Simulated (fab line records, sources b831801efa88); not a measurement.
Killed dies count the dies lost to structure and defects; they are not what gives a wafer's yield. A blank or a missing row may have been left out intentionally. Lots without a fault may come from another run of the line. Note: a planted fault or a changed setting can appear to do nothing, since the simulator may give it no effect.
Which of the tools did it? ; flow gf180mcu ; 45 wafers from 15 lots sampled at 4 of the route's 602 steps

== WHAT THE GAUGES SHOWED, per wafer ==
GF_STI_THK_MEAS_02. Usual: STI_OXIDATION_THK 10.03 nm, standard deviation 0.15.
lot;measured;on;STI_OXIDATION_THK (nm);flag
L958;day 1 17:20;film-metro-01;10.03 9.94 10.10;
L959;day 1 21:38;film-metro-03;9.79 9.98 9.92;
L960;day 2 02:31;film-metro-01;10.00 10.15 10.01;
L961;day 2 07:31;film-metro-03;10.04 10.11 10.13;
L962;day 2 12:50;film-metro-01;9.88 9.87 9.84;
L964;day 2 22:31;film-metro-01;10.25 10.25 10.36;
L972;day 4 14:31;film-metro-03;10.33 10.44 10.17;
L973;day 4 19:32;film-metro-04;10.28 10.19 10.21;
L974;day 5 00:32;film-metro-01;9.99 9.84 9.96;
L975;day 5 06:16;film-metro-04;9.96 10.15 10.27;
L976;day 5 10:43;film-metro-01;10.18 10.17 10.27;
L977;day 5 15:31;film-metro-01;9.96 9.64 10.07;
L978;day 5 20:31;film-metro-03;9.97 10.04 10.00;
L979;day 6 01:35;film-metro-03;10.25 10.25 9.95;
L980;day 6 06:31;film-metro-01;10.06 10.09 9.87;

GF_VT_IMPLANT_TW_MEAS_32. Usual: VT_IMPLANT_3_TW 268.2, standard deviation 1.5.
lot;measured;on;VT_IMPLANT_3_TW;flag
L958;day 7 02:52;film-metro-01;266.7 266.8 267.4;
L959;day 7 08:55;film-metro-03;268.2 269.0 269.6;
L960;day 7 21:07;film-metro-03;268.3 269.7 270.2;
L961;day 7 22:34;film-metro-01;267.5 267.1 267.1;
L962;day 8 03:50;film-metro-01;267.8 270.3 268.1;
L964;day 8 16:01;film-metro-02;269.0 268.0 267.6;
L972;day 10 23:51;film-metro-02;266.3 267.0 267.5;
L973;day 11 04:35;film-metro-01;268.2 268.4 267.4;
L974;day 11 11:55;film-metro-02;268.5 267.1 267.0;
L975;day 11 18:07;film-metro-03;269.1 270.3 271.2;
L976;day 12 00:10;film-metro-01;268.1 266.8 268.3;
L977;day 12 08:25;film-metro-03;270.5 270.6 270.9;
L978;day 12 15:16;film-metro-01;269.4 268.4 267.7;
L979;day 12 23:36;film-metro-01;268.8 267.3 266.2;
L980;day 13 06:07;film-metro-01;269.6 268.6 269.9;

GF_HV_LDD_TW_MEAS_50. Usual: HV_LDD_4_TW 571, standard deviation 3.9.
lot;measured;on;HV_LDD_4_TW;flag
L958;day 12 17:53;film-metro-03;574 573 573;
L959;day 13 01:29;film-metro-02;563 569 566;
L960;day 13 17:52;film-metro-04;577 575 576;
L961;day 13 14:52;film-metro-02;564 564 569;
L962;day 13 20:42;film-metro-02;568 568 566;
L964;day 14 13:16;film-metro-02;569 569 568;
L972;day 17 11:17;film-metro-02;572 571 571;
L973;day 17 19:22;film-metro-03;576 572 576;
L974;day 18 03:28;film-metro-03;574 573 576;
L975;day 18 09:16;film-metro-04;569 573 570;
L976;day 18 16:17;film-metro-03;572 573 576;
L977;day 19 03:40;film-metro-03;572 572 571;
L978;day 19 13:17;film-metro-04;571 572 568;
L979;day 19 21:04;film-metro-02;567 570 568;
L980;day 20 08:19;film-metro-04;574 568 569;

== WHICH TOOL RAN EACH LOT (tool, then ch and the chambers of the sampled wafers, then the start) ==
lot;GF_VT_IMPLANT_SOFTBAKE_25
L958;litho-track-03 ch 0, day 6 18:46
L959;litho-track-04 ch 0, day 7 01:13
L960;litho-track-04 ch 0, day 7 12:25
L961;litho-track-04 ch 0, day 7 13:58
L962;litho-track-04 ch 0, day 7 19:49
L964;litho-track-04 ch 0, day 8 07:46
L972;litho-track-03 ch 0, day 10 14:23
L973;litho-track-04 ch 0, day 10 18:58
L974;litho-track-03 ch 0, day 11 02:35
L975;litho-track-01 ch 0, day 11 08:33
L976;litho-track-01 ch 0, day 11 13:51
L977;litho-track-04 ch 0, day 11 22:31
L978;litho-track-01 ch 0, day 12 04:59
L979;litho-track-04 ch 0, day 12 12:58
L980;litho-track-01 ch 0, day 12 20:15
- GF_VT_IMPLANT_SOFTBAKE_25: time 60 s.

== WHAT THE TOOLS THEMSELVES READ (means of the sampled wafers that have a number; where no wafer has one, the mark that the record gives instead) ==
GF_VT_IMPLANT_SOFTBAKE_25. Usual: chill-plate-temp-C 23.02 C, standard deviation 0.1; heater-power-total-W 56.60 W, standard deviation 0.043; plate-temp-C 89.99 C, standard deviation 0.11.
lot;tool;chill-plate-temp-C (C);heater-power-total-W (W);plate-temp-C (C);flag
L958;litho-track-03;23.03;56.58;89.99;
L959;litho-track-04;23.06;56.61;89.97;
L960;litho-track-04;23.14;56.62;89.91;
L961;litho-track-04;22.98;58.30;91.93;OFF
L962;litho-track-04;22.97;58.31;92.03;OFF
L964;litho-track-04;23.00;58.28;91.89;OFF
L972;litho-track-03;23.03;56.58;89.94;
L973;litho-track-04;22.94;56.57;89.79;
L974;litho-track-03;22.92;56.59;89.81;
L975;litho-track-01;22.95;56.58;90.04;
L976;litho-track-01;22.97;56.62;90.04;
L977;litho-track-04;23.17;56.62;89.99;
L978;litho-track-01;23.08;56.58;89.96;
L979;litho-track-04;23.04;56.62;90.04;
L980;litho-track-01;23.00;56.59;89.91;

== THE ANSWER, worked out from the rows above alone ==
Rule: take the mean of a lot's wafers that have a number; if it is more than 3 standard deviations from the usual mean, the lot is off. A lot without any number at a reading at which 4 lots or more have one is off too. All remaining lots with rows at the step are treated as sound. Order of review: gauges by route order, followed by the tools' own readings, for which a lot's mean as printed above is used. At the first step where some lot is off, the reading lying furthest off is the one used; lots without a number count as furthest.
Off: L961, L962, L964 (GF_VT_IMPLANT_SOFTBAKE_25, heater-power-total-W).
If a tool, at that step or one of the process steps before it, ran each lot that is off and ran no sound lot following the first of them, it fits. No candidate that was tried fits.

== WHAT THE SIMULATOR HAD INSERTED ==
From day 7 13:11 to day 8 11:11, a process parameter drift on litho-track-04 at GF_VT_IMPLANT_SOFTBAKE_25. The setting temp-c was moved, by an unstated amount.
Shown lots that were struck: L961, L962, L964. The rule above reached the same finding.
